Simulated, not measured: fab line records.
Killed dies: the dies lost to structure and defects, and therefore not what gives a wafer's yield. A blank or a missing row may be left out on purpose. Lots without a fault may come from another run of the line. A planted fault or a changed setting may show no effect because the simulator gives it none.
The tool behind it: which one? / flow gf180mcu / 45 wafers from 15 lots sampled at 4 of the route's 602 steps

== WHAT EACH GAUGE READ, for each wafer ==
GF_VT_IMPLANT_TW_MEAS_21.
lot=L351; measured=day 6 03:26; on=film_metro-01; VT_IMPLANT_2_TW=1213 1211 1207
lot=L352; measured=day 6 16:12; on=film_metro-01; VT_IMPLANT_2_TW=1214 1218 1214
lot=L353; measured=day 6 19:17; on=film_metro-04; VT_IMPLANT_2_TW=1203 1200 1196
lot=L354; measured=day 6 23:12; on=film_metro-01; VT_IMPLANT_2_TW=1213 1215 1209
lot=L355; measured=day 7 09:30; on=film_metro-01; VT_IMPLANT_2_TW=1210 1211 1213
lot=L357; measured=day 7 19:34; on=film_metro-01; VT_IMPLANT_2_TW=1212 1208 1206
lot=L356; measured=day 7 20:05; on=film_metro-03; VT_IMPLANT_2_TW=1191 1190 1192
lot=L359; measured=day 8 09:22; on=film_metro-03; VT_IMPLANT_2_TW=1193 1196 1188
lot=L360; measured=day 8 17:49; on=film_metro-04; VT_IMPLANT_2_TW=1196 1202 1201
lot=L363; measured=day 9 08:47; on=film_metro-03; VT_IMPLANT_2_TW=1203 1198 1200
lot=L368; measured=day 10 16:44; on=film_metro-03; VT_IMPLANT_2_TW=1194 1200 1191
lot=L369; measured=day 11 00:43; on=film_metro-03; VT_IMPLANT_2_TW=1202 1195 1200
lot=L370; measured=day 11 05:12; on=film_metro-03; VT_IMPLANT_2_TW=1202 1200 1211
lot=L371; measured=day 11 12:49; on=film_metro-03; VT_IMPLANT_2_TW=1203 1201 1199
lot=L372; measured=day 11 19:21; on=film_metro-01; VT_IMPLANT_2_TW=1213 1219 1216

GF_POLY_GATE_THK_MEAS_01.
lot=L351; measured=day 8 07:24; on=film_metro-03; POLY_GATE_CVD_00_THK (nm)=202.8 204.5 201.9
lot=L352; measured=day 8 23:39; on=film_metro-03; POLY_GATE_CVD_00_THK (nm)=198.7 198.2 198.4
lot=L353; measured=day 9 02:56; on=film_metro-03; POLY_GATE_CVD_00_THK (nm)=199.0 199.5 199.6
lot=L354; measured=day 9 04:30; on=film_metro-02; POLY_GATE_CVD_00_THK (nm)=200.5 201.3 199.5
lot=L355; measured=day 9 18:32; on=film_metro-03; POLY_GATE_CVD_00_THK (nm)=200.0 200.9 199.7
lot=L357; measured=day 10 04:44; on=film_metro-04; POLY_GATE_CVD_00_THK (nm)=200.0 200.5 201.9
lot=L356; measured=day 10 05:08; on=film_metro-04; POLY_GATE_CVD_00_THK (nm)=201.7 200.9 200.5
lot=L359; measured=day 10 20:50; on=film_metro-03; POLY_GATE_CVD_00_THK (nm)=199.0 198.6 199.2
lot=L360; measured=day 11 04:59; on=film_metro-03; POLY_GATE_CVD_00_THK (nm)=200.1 200.6 200.0
lot=L363; measured=day 11 23:01; on=film_metro-02; POLY_GATE_CVD_00_THK (nm)=199.7 202.8 201.1
lot=L368; measured=day 13 08:19; on=film_metro-04; POLY_GATE_CVD_00_THK (nm)=198.5 199.5 200.6
lot=L369; measured=day 13 18:22; on=film_metro-04; POLY_GATE_CVD_00_THK (nm)=296.8 295.9 297.2
lot=L370; measured=day 13 21:19; on=film_metro-04; POLY_GATE_CVD_00_THK (nm)=295.4 294.4 294.3
lot=L371; measured=day 14 05:55; on=film_metro-03; POLY_GATE_CVD_00_THK (nm)=296.7 296.3 296.3
lot=L372; measured=day 14 13:05; on=film_metro-04; POLY_GATE_CVD_00_THK (nm)=202.2 202.1 201.8

== TOOL THAT RAN EACH LOT (tool first, then ch and the chambers of the sampled wafers, then the start) ==
lot=L351; GF_VT_IMPLANT_RTA_45=rtp_anneal-01 ch 0, day 7 10:34; GF_POLY_GATE_CVD_00=lpcvd-02 ch 1, day 8 06:04
lot=L352; GF_VT_IMPLANT_RTA_45=rtp_anneal-01 ch 0, day 8 00:57; GF_POLY_GATE_CVD_00=lpcvd-01 ch 1, day 8 22:19
lot=L353; GF_VT_IMPLANT_RTA_45=rtp_anneal-01 ch 0, day 8 05:00; GF_POLY_GATE_CVD_00=lpcvd-02 ch 0, day 9 01:35
lot=L354; GF_VT_IMPLANT_RTA_45=rtp_anneal-02 ch 0, day 8 05:34; GF_POLY_GATE_CVD_00=lpcvd-01 ch 0, day 9 03:08
lot=L355; GF_VT_IMPLANT_RTA_45=rtp_anneal-01 ch 0, day 8 18:43; GF_POLY_GATE_CVD_00=lpcvd-02 ch 0, day 9 17:12
lot=L357; GF_VT_IMPLANT_RTA_45=rtp_anneal-01 ch 0, day 9 05:18; GF_POLY_GATE_CVD_00=lpcvd-01 ch 0, day 10 03:22
lot=L356; GF_VT_IMPLANT_RTA_45=rtp_anneal-02 ch 0, day 9 06:20; GF_POLY_GATE_CVD_00=lpcvd-02 ch 0, day 10 03:47
lot=L359; GF_VT_IMPLANT_RTA_45=rtp_anneal-02 ch 0, day 9 21:11; GF_POLY_GATE_CVD_00=lpcvd-02 ch 1, day 10 19:30
lot=L360; GF_VT_IMPLANT_RTA_45=rtp_anneal-01 ch 0, day 10 05:00; GF_POLY_GATE_CVD_00=lpcvd-02 ch 1, day 11 03:40
lot=L363; GF_VT_IMPLANT_RTA_45=rtp_anneal-02 ch 0, day 10 21:02; GF_POLY_GATE_CVD_00=lpcvd-02 ch 1, day 11 21:01
lot=L368; GF_VT_IMPLANT_RTA_45=rtp_anneal-02 ch 0, day 12 06:35; GF_POLY_GATE_CVD_00=lpcvd-01 ch 1, day 13 06:59
lot=L369; GF_VT_IMPLANT_RTA_45=rtp_anneal-02 ch 0, day 12 15:49; GF_POLY_GATE_CVD_00=lpcvd-01 ch 0, day 13 17:00
lot=L370; GF_VT_IMPLANT_RTA_45=rtp_anneal-01 ch 0, day 12 20:04; GF_POLY_GATE_CVD_00=lpcvd-01 ch 0, day 13 19:58
lot=L371; GF_VT_IMPLANT_RTA_45=rtp_anneal-02 ch 0, day 13 04:22; GF_POLY_GATE_CVD_00=lpcvd-01 ch 0, day 14 04:33
lot=L372; GF_VT_IMPLANT_RTA_45=rtp_anneal-02 ch 0, day 13 10:54; GF_POLY_GATE_CVD_00=lpcvd-02 ch 0, day 14 11:45
- GF_VT_IMPLANT_RTA_45: time 30 s.
- GF_POLY_GATE_CVD_00: deposits poly-Si, target thk 200 nm, time 1200 s.

== AS READ BY THE TOOLS THEMSELVES (means over the sampled wafers that have a number; for cases with no such wafer, the mark the record gives instead) ==
GF_VT_IMPLANT_RTA_45.
lot=L351; tool=rtp_anneal-01; lamp_power_pct (%)=39; wafer_temp_C_max=1059.7
lot=L352; tool=rtp_anneal-01; lamp_power_pct (%)=39; wafer_temp_C_max=1059.9
lot=L353; tool=rtp_anneal-01; lamp_power_pct (%)=39; wafer_temp_C_max=1060.4
lot=L354; tool=rtp_anneal-02; lamp_power_pct (%)=32; wafer_temp_C_max=1058.3
lot=L355; tool=rtp_anneal-01; lamp_power_pct (%)=39; wafer_temp_C_max=1058.7
lot=L357; tool=rtp_anneal-01; lamp_power_pct (%)=39; wafer_temp_C_max=1061.6
lot=L356; tool=rtp_anneal-02; lamp_power_pct (%)=32; wafer_temp_C_max=1057.6
lot=L359; tool=rtp_anneal-02; lamp_power_pct (%)=32; wafer_temp_C_max=1058.5
lot=L360; tool=rtp_anneal-01; lamp_power_pct (%)=40; wafer_temp_C_max=1058.6
lot=L363; tool=rtp_anneal-02; lamp_power_pct (%)=32; wafer_temp_C_max=1059.2
lot=L368; tool=rtp_anneal-02; lamp_power_pct (%)=32; wafer_temp_C_max=1058.0
lot=L369; tool=rtp_anneal-02; lamp_power_pct (%)=32; wafer_temp_C_max=1056.4
lot=L370; tool=rtp_anneal-01; lamp_power_pct (%)=39; wafer_temp_C_max=1058.3
lot=L371; tool=rtp_anneal-02; lamp_power_pct (%)=32; wafer_temp_C_max=1058.0
lot=L372; tool=rtp_anneal-02; lamp_power_pct (%)=32; wafer_temp_C_max=1057.4

== THE ANSWER, worked out from the rows above alone ==
Rule: usual is defined by the lots themselves. Put in order of their means at a reading, lots are off if they are a third of the lots or fewer, leave a main group of 4 or more, and stand apart from it by a gap of 3 or more times the standard deviation of the main group's means; of several such gaps the widest counts. If all means in a main group match to the digits the tables above print for the reading, that group is not used. A lot without any number at a reading at which 4 lots or more have one is off too. The other lots that the step has rows for count as sound. The gauges are gone through in route order, then the tools' own readings, and for those a lot's mean is taken as printed above. The first step at which some lot is off is used, and at that step the reading that is off furthest; a lot without a number counts as furthest.
Off: L369, L370, L371, seen at GF_POLY_GATE_THK_MEAS_01 (POLY_GATE_CVD_00_THK). Main group: mean 200.4 nm, sd 1.3.
If a tool, at a process step before that reading, ran all the lots that are off and no sound lot after the first of them, it fits. The gauges at GF_POLY_GATE_THK_MEAS_01 are tried like those tools. One fits: lpcvd-01 at GF_POLY_GATE_CVD_00. Its last sound lot is L368 (day 13 06:59), its first lot that is off L369 (day 13 17:00): a fault that began between those two fits.

== WHAT THE SIMULATOR PUT IN ==
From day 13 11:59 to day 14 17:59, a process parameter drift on lpcvd-01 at GF_POLY_GATE_CVD_00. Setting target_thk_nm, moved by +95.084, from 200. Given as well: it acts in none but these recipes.
Struck lots among those shown: L369, L370, L371. The same result came from the rule above.
